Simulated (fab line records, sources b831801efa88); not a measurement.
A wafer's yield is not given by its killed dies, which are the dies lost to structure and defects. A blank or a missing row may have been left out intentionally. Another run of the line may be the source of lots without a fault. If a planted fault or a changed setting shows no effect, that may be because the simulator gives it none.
A struck lot beside a sound one    flow sky130    16 steps out of a route of 708
Sound: the wafers L387.3, L387.4, L387.5. The struck wafers were L398.4, L398.5, L398.6. The cause is named last.
For every step that has rows: the tool of each side, followed by ch and its chambers, followed by its first start. Under that, the readings that differ: sound wafers    struck wafers    difference of the means    sigmas: that difference in standard deviations of wafers without a fault.
alike: readings whose means differ by less than 2 such deviations, and words and numbers that are the same on both sides. not compared: withheld readings, readings that some wafer has no value for, bounds like >300 that may hide the same value, and numbers for which the record gives no deviation and whose values overlap.
Wherever a step has rows on one side only, a row that says differs or no value, or a row with sigmas, the two part there. Non-overlapping numbers with no deviation appear without sigmas and do not part them. Lack of a reading on every wafer of one side parts them only where that side has two or more wafers.

SKY_LDD_P_OVL_MEAS_08:
  struck on overlay-01, day 24 09:15; sound on overlay-01, day 19 23:37
  alike: LDD_P_OVL
after that, 1 step had no rows for these wafers: SKY_LDD_P_IMPLANT_09.
SKY_LDD_P_STRIP_10: strips in O2/N2.
  sound on plasma-asher-02 ch 0,1, day 19 23:49; struck on plasma-asher-02 ch 0,1, day 24 09:28
  alike: chamber-pressure-mTorr, drypump-motor-current-A, o2-flow-sccm, oes-product-au, strip-time-to-endpoint-s
  not compared: rf-hours-counter-h
SKY_LDD_P_TW_MEAS_11:
  struck on film-metro-04, day 24 09:33; sound on film-metro-01, day 19 23:55
  alike: LDD_P_TW
then, 7 steps without rows for these wafers: SKY_LDD_HVN_DEHYDRATE_00 (time 60 s); SKY_LDD_HVN_HMDS_01 (prime time 60 s); SKY_LDD_HVN_COAT_02 (resist thk 300 nm); SKY_LDD_HVN_SOFTBAKE_03 (time 60 s); SKY_LDD_HVN_EXPOSE_04 (exposes mask HVNTM, target cd 700 nm); SKY_LDD_HVN_PEB_05; SKY_LDD_HVN_DEVELOP_06 (develop time 60 s).
SKY_LDD_HVN_OVL_MEAS_07:
  struck on overlay-01, day 25 14:31; sound on overlay-01, day 21 06:37
  alike: LDD_HVN_OVL
SKY_LDD_HVN_IMPLANT_08:
  sound on implanter-04 ch 0, day 21 06:41; struck on implanter-01 ch 0, day 25 14:37
reading                    sound                 struck                difference  sigmas
beam-energy-keV            60.018 59.994 59.985  44.535 44.524 44.522  -15.472     -99 or more
model.implant.rp-nm (nm)   54.63 54.63 54.63     41.67 41.67 41.67     -12.96      
model.implant.drp-nm (nm)  28.15 28.15 28.15     21.85 21.85 21.85     -6.30       
  alike: end-station-pressure-torr
SKY_LDD_HVN_STRIP_09: strips in O2/N2.
  sound on plasma-asher-03 ch 0,1, day 21 06:50; struck on plasma-asher-04 ch 0,1, day 25 14:44
  alike: chamber-pressure-mTorr, drypump-motor-current-A, o2-flow-sccm, oes-product-au, strip-time-to-endpoint-s
  not compared: rf-hours-counter-h
SKY_LDD_HVN_TW_MEAS_10:
  struck on film-metro-02, day 25 15:03; sound on film-metro-03, day 21 06:55
reading     sound           struck          difference  sigmas
LDD_HVN_TW  1460 1462 1465  1332 1337 1334  -128        -14
  not compared: hold
-- the record jumps here: 24 days lie between the struck wafers' starts before and after (it left off in module LDD_HVN and takes up again in module PAD_OPEN, whose first step shown is number 708 of the route) --
SKY_PAD_OPEN_PROBE_99:
  struck on prober-01, day 49 15:11; sound on prober-01, day 46 22:58
reading                                  sound                 struck                difference  sigmas
model.etest.tip_n_5v.rs-ohm-sq           1413 1411 1415        1570 1578 1586        +165        
model.etest.nfet-g5v0d10v5.drive-ua-um   583.7 587.8 593.2     597.3 597.1 594.6     +8.1        
model.etest.res-poly.width-nm (nm)       95.73 94.81 96.49     89.37 91.44 89.67     -5.52       
model.etest.res-high-po.width-nm (nm)    350.3 348.7 353.4     346.6 346.5 344.5     -4.9        
model.etest.res-xhigh-po.width-nm (nm)   352.4 350.6 354.7     347 345.9 344.9       -7          
model.etest.ring_5v.delay-ps             45.51 45.16 45        44.73 44.61 44.98     -0.45       
model.etest.nfet-g5v0d10v5.vt-sat-v (V)  0.7769 0.7661 0.7773  0.7857 0.7887 0.7929  +0.0157     
  alike: killed_at_M0_to_M3, killed_at_M4_up, killed-at-contacts, killed-at-front-end, killed-at-other, killed-dies, killed-open, killed-short
  not compared: model.etest.nfet-g5v0d10v5.r-on-ohm-um

## WHERE THEY PART
First at SKY_LDD_HVN_IMPLANT_08; last, within this record, at SKY_LDD_HVN_TW_MEAS_10. Later steps at which nothing parts them and some readings are alike: SKY_PAD_OPEN_PROBE_99.

WHY: the cause the simulator had injected
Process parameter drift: implanter-01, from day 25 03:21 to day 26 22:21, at SKY_LDD_HVN_IMPLANT_08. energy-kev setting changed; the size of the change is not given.
